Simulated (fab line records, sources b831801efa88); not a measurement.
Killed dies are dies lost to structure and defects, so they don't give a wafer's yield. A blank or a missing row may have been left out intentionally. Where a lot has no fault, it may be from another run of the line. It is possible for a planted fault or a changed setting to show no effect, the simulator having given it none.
Which of the tools did it? + flow gf180mcu + 42 wafers from 14 lots sampled at 5 of the route's 602 steps

## WHAT THE GAUGES SHOWED, per wafer
No reading from a measuring or inspecting step in the record can be judged against a usual standard deviation.

## WHAT TOOL EACH LOT RAN ON (gives the tool, then ch and the chambers of the sampled wafers, and finally the start)
| lot  | GF_CONTACT_ETCH_17                            | GF_M1_SPUTTER_03             | GF_M1_METAL_ETCH_16               | GF_M1_STRIP_17                       | GF_V1_CMP_04                  |
|------|-----------------------------------------------|------------------------------|-----------------------------------|--------------------------------------|-------------------------------|
| L783 | rie-diel-04 ch 0,2, day 17 02:23 or earlier   | pvd-sputter-04, day 17 02:23 | rie-metal-02 ch 0,1, day 18 01:53 | plasma-asher-02 ch 0,1, day 18 01:59 | cmp-02 ch 0,1,2, day 18 02:47 |
| L785 | rie-diel-02 ch 0,2,3, day 17 14:55 or earlier | pvd-sputter-04, day 17 14:55 | rie-metal-03 ch 0,1, day 18 15:31 | plasma-asher-04 ch 0,1, day 18 15:37 | cmp-02 ch 0,2,3, day 18 16:25 |
| L792 | rie-diel-01 ch 0,3, day 20 11:10 or earlier   | pvd-sputter-03, day 20 11:10 | rie-metal-03 ch 0,1, day 21 12:22 | plasma-asher-03 ch 0,1, day 21 12:28 | -                             |
| L793 | rie-diel-02 ch 1,3, day 20 18:47 or earlier   | pvd-sputter-03, day 20 18:47 | rie-metal-03 ch 0,1, day 21 19:31 | plasma-asher-04 ch 0, day 21 19:38   | -                             |
| L796 | rie-diel-04 ch 0,1,3, day 21 16:38 or earlier | pvd-sputter-01, day 21 16:38 | rie-metal-02 ch 0,1, day 22 15:46 | plasma-asher-02 ch 0,1, day 22 15:52 | cmp-02 ch 0,1,3, day 22 16:40 |
| L797 | rie-diel-01 ch 0,1,2, day 21 23:05 or earlier | pvd-sputter-01, day 21 23:05 | rie-metal-03 ch 0,1, day 22 23:05 | plasma-asher-02 ch 0,1, day 22 23:11 | cmp-02 ch 1,2,3, day 22 23:59 |
| L799 | rie-diel-01 ch 0,1,2, day 22 15:27 or earlier | pvd-sputter-03, day 22 15:27 | rie-metal-03 ch 0,1, day 23 15:04 | plasma-asher-03 ch 0,1, day 23 15:10 | cmp-01 ch 2,3, day 23 15:58   |
| L800 | rie-diel-01 ch 1,2,3, day 23 02:11 or earlier | pvd-sputter-03, day 23 02:11 | rie-metal-01 ch 0,1, day 24 01:07 | plasma-asher-03 ch 0,1, day 24 01:14 | cmp-02 ch 1,2, day 24 02:04   |
| L801 | rie-diel-04 ch 1,2,3, day 23 06:49 or earlier | pvd-sputter-03, day 23 06:49 | rie-metal-02 ch 0,1, day 24 06:31 | plasma-asher-02 ch 0,1, day 24 06:37 | cmp-01 ch 1,3, day 24 07:26   |
| L802 | rie-diel-02 ch 1,2,3, day 23 12:35 or earlier | pvd-sputter-03, day 23 12:35 | rie-metal-03 ch 0,1, day 24 10:55 | plasma-asher-04 ch 0,1, day 24 11:02 | cmp-02 ch 0,1,2, day 24 11:50 |
| L803 | rie-diel-04 ch 0,1,3, day 23 21:14 or earlier | pvd-sputter-01, day 23 21:14 | rie-metal-01 ch 0,1, day 24 18:44 | plasma-asher-02 ch 0,1, day 24 18:52 | cmp-02 ch 0,1,2, day 24 19:39 |
| L804 | rie-diel-04 ch 0,1,2, day 24 04:50 or earlier | pvd-sputter-01, day 24 04:50 | rie-metal-01 ch 0, day 25 00:38   | plasma-asher-02 ch 0,1, day 25 00:44 | cmp-02 ch 0,1,2, day 25 01:37 |
| L805 | rie-diel-02 ch 1,2,3, day 24 12:34 or earlier | pvd-sputter-03, day 24 12:34 | rie-metal-01 ch 0,1, day 25 08:01 | plasma-asher-04 ch 0,1, day 25 08:08 | cmp-02 ch 1,2,3, day 25 09:00 |
| L806 | rie-diel-01 ch 0,2,3, day 24 21:29 or earlier | pvd-sputter-03, day 24 21:29 | rie-metal-03 ch 0,1, day 25 18:19 | plasma-asher-02 ch 0,1, day 25 18:25 | cmp-01 ch 0,3, day 25 19:16   |
- GF_CONTACT_ETCH_17: etches SiO2 in C4F8/O2/Ar, stops on CoSi2, target depth 860 nm.
- GF_M1_SPUTTER_03: material Ti, target thk 10 nm, time 6.7 s.
- GF_M1_METAL_ETCH_16: etches the open film in Cl2/BCl3, stops on SiO2, target depth 627.5 nm, time 104.6 s.
- GF_M1_STRIP_17: strips in O2/N2.
- GF_V1_CMP_04: polishes SiO2.

## AS READ BY THE TOOLS THEMSELVES (means over the sampled wafers that have a number; for cases with no such wafer, the mark the record gives instead)
GF_CONTACT_ETCH_17.
| lot  | tool        | bias-w (W) | chamber-pressure-mTorr (mTorr) | oes-product-au (a.u.) |
|------|-------------|------------|--------------------------------|-----------------------|
| L783 | rie-diel-04 | 1200       | 39.99                          | 0.816                 |
| L785 | rie-diel-02 | 1199       | 39.99                          | 0.816                 |
| L792 | rie-diel-01 | 1202       | 40.00                          | 0.809                 |
| L793 | rie-diel-02 | 1197       | 40.00                          | 0.816                 |
| L796 | rie-diel-04 | 1200       | 39.95                          | 0.814                 |
| L797 | rie-diel-01 | 1199       | 40.06                          | 0.816                 |
| L799 | rie-diel-01 | 1201       | 39.98                          | 0.823                 |
| L800 | rie-diel-01 | 1202       | 40.00                          | 0.817                 |
| L801 | rie-diel-04 | 1203       | 40.05                          | 0.818                 |
| L802 | rie-diel-02 | 1202       | 40.01                          | 0.820                 |
| L803 | rie-diel-04 | 1201       | 40.00                          | 0.810                 |
| L804 | rie-diel-04 | 1199       | 40.02                          | 0.814                 |
| L805 | rie-diel-02 | 1197       | 39.97                          | 0.814                 |
| L806 | rie-diel-01 | 1203       | 40.02                          | 0.818                 |

GF_M1_SPUTTER_03.
| lot  | tool           | throttle-valve-pct (%) |
|------|----------------|------------------------|
| L783 | pvd-sputter-04 | 29.3                   |
| L785 | pvd-sputter-04 | 29.7                   |
| L792 | pvd-sputter-03 | 30.1                   |
| L793 | pvd-sputter-03 | 28.6                   |
| L796 | pvd-sputter-01 | 30.4                   |
| L797 | pvd-sputter-01 | 30.1                   |
| L799 | pvd-sputter-03 | 29.4                   |
| L800 | pvd-sputter-03 | 29.6                   |
| L801 | pvd-sputter-03 | 28.7                   |
| L802 | pvd-sputter-03 | 29.6                   |
| L803 | pvd-sputter-01 | 30.0                   |
| L804 | pvd-sputter-01 | 30.2                   |
| L805 | pvd-sputter-03 | 28.3                   |
| L806 | pvd-sputter-03 | 28.6                   |

GF_M1_METAL_ETCH_16.
| lot  | tool         | bcl3-flow-sccm (sccm) | bias-w (W) | drypump-motor-current-A (A) | oes-product-au (a.u.) | throttle-valve-pct (%) |
|------|--------------|-----------------------|------------|-----------------------------|-----------------------|------------------------|
| L783 | rie-metal-02 | 40.04                 | 140.1      | 6.2                         | 0.972                 | 28.238                 |
| L785 | rie-metal-03 | 39.97                 | 139.7      | 5.8                         | 0.974                 | 28.254                 |
| L792 | rie-metal-03 | -                     | -          | -                           | -                     | -                      |
| L793 | rie-metal-03 | -                     | -          | -                           | -                     | -                      |
| L796 | rie-metal-02 | 39.96                 | 139.8      | 6.0                         | 0.970                 | 28.246                 |
| L797 | rie-metal-03 | 40.11                 | 140.2      | 5.8                         | 0.966                 | 28.258                 |
| L799 | rie-metal-03 | 39.95                 | 140.2      | 5.8                         | 0.972                 | 28.241                 |
| L800 | rie-metal-01 | 40.07                 | 139.7      | 5.6                         | 0.972                 | 28.250                 |
| L801 | rie-metal-02 | 40.00                 | 140.1      | 6.2                         | 0.972                 | 28.255                 |
| L802 | rie-metal-03 | 40.02                 | 140.2      | 5.8                         | 0.980                 | 28.239                 |
| L803 | rie-metal-01 | 39.88                 | 140.3      | 5.8                         | 0.972                 | 28.240                 |
| L804 | rie-metal-01 | 40.08                 | 139.7      | 5.9                         | 0.972                 | 28.245                 |
| L805 | rie-metal-01 | 39.88                 | 140.5      | 5.8                         | 0.973                 | 28.246                 |
| L806 | rie-metal-03 | 39.97                 | 140.4      | 5.8                         | 0.972                 | 28.248                 |

GF_M1_STRIP_17.
| lot  | tool            | drypump-motor-current-A (A) | heater-power-w (W) | oes-product-au (a.u.) | strip-time-to-endpoint-s (s) |
|------|-----------------|-----------------------------|--------------------|-----------------------|------------------------------|
| L783 | plasma-asher-02 | 5.3                         | 335                | 0.556                 | 7.89                         |
| L785 | plasma-asher-04 | 6.5                         | 325                | 0.557                 | 7.83                         |
| L792 | plasma-asher-03 | 5.9                         | 327                | 0.655                 | 10.21                        |
| L793 | plasma-asher-04 | 6.0                         | 353                | 0.660                 | 10.19                        |
| L796 | plasma-asher-02 | 5.4                         | 327                | 0.554                 | 7.83                         |
| L797 | plasma-asher-02 | 5.5                         | 331                | 0.559                 | 7.86                         |
| L799 | plasma-asher-03 | 5.9                         | 320                | 0.553                 | 7.79                         |
| L800 | plasma-asher-03 | 5.5                         | 323                | 0.558                 | 7.92                         |
| L801 | plasma-asher-02 | 5.4                         | 327                | 0.558                 | 7.89                         |
| L802 | plasma-asher-04 | 6.3                         | 339                | 0.559                 | 7.86                         |
| L803 | plasma-asher-02 | 5.5                         | 330                | 0.558                 | 7.86                         |
| L804 | plasma-asher-02 | 5.5                         | 331                | 0.558                 | 7.87                         |
| L805 | plasma-asher-04 | 6.5                         | 329                | 0.554                 | 7.80                         |
| L806 | plasma-asher-02 | 5.4                         | 331                | 0.560                 | 7.91                         |

GF_V1_CMP_04.
| lot  | tool   | head-pressure-psi (psi) | motor-current-A (A) | slurry-flow-ml-min | time-to-endpoint-s (s) |
|------|--------|-------------------------|---------------------|--------------------|------------------------|
| L783 | cmp-02 | 4.002                   | 12.8                | 150.4              | 85                     |
| L785 | cmp-02 | 3.999                   | 13.3                | 149.8              | 84                     |
| L796 | cmp-02 | 3.996                   | 12.6                | 150.0              | 86                     |
| L797 | cmp-02 | 3.998                   | 12.8                | 150.2              | 88                     |
| L799 | cmp-01 | 4.000                   | 12.4                | 149.9              | 75                     |
| L800 | cmp-02 | 4.006                   | 12.1                | 150.0              | 86                     |
| L801 | cmp-01 | 4.009                   | 12.2                | 149.5              | 75                     |
| L802 | cmp-02 | 3.997                   | 12.7                | 149.5              | 86                     |
| L803 | cmp-02 | 3.999                   | 12.8                | 149.8              | 87                     |
| L804 | cmp-02 | 4.003                   | 12.7                | 149.9              | 85                     |
| L805 | cmp-02 | 4.008                   | 12.7                | 149.5              | 84                     |
| L806 | cmp-01 | 4.000                   | 12.3                | 150.3              | 73                     |

## THE ANSWER, worked out from the rows above alone
Rule: the usual values come from the lots themselves. Put in order of their means at a reading, lots are off if they are a third of the lots or fewer, leave a main group of 4 or more, and stand apart from it by a gap of 3 or more times the standard deviation of the main group's means; of several such gaps the widest counts. If all means in a main group match to the digits the tables above print for the reading, that group is not used. Also off: a lot with no number at a reading for which 4 or more lots have one. Where the step has rows for the other lots, those lots are counted as sound. First the gauges in route order, then the tools' own readings, where a lot's mean is used as printed above. At the first step where some lot is off, the reading lying furthest off is the one used; lots without a number count as furthest.
Off: L792, L793 (GF_M1_METAL_ETCH_16, bcl3-flow-sccm). Without a number there: L792, L793. The main group: mean 39.99 sccm, standard deviation 0.071.
A tool fits if, at that step or a process step before it, it ran every lot that is off, and no sound lot after the first of them. GF_CONTACT_ETCH_17 gives no start for some lots, so the hours and the order of its lots are those of GF_M1_SPUTTER_03. None of those tried fits.

## WHAT WAS PUT IN BY THE SIMULATOR
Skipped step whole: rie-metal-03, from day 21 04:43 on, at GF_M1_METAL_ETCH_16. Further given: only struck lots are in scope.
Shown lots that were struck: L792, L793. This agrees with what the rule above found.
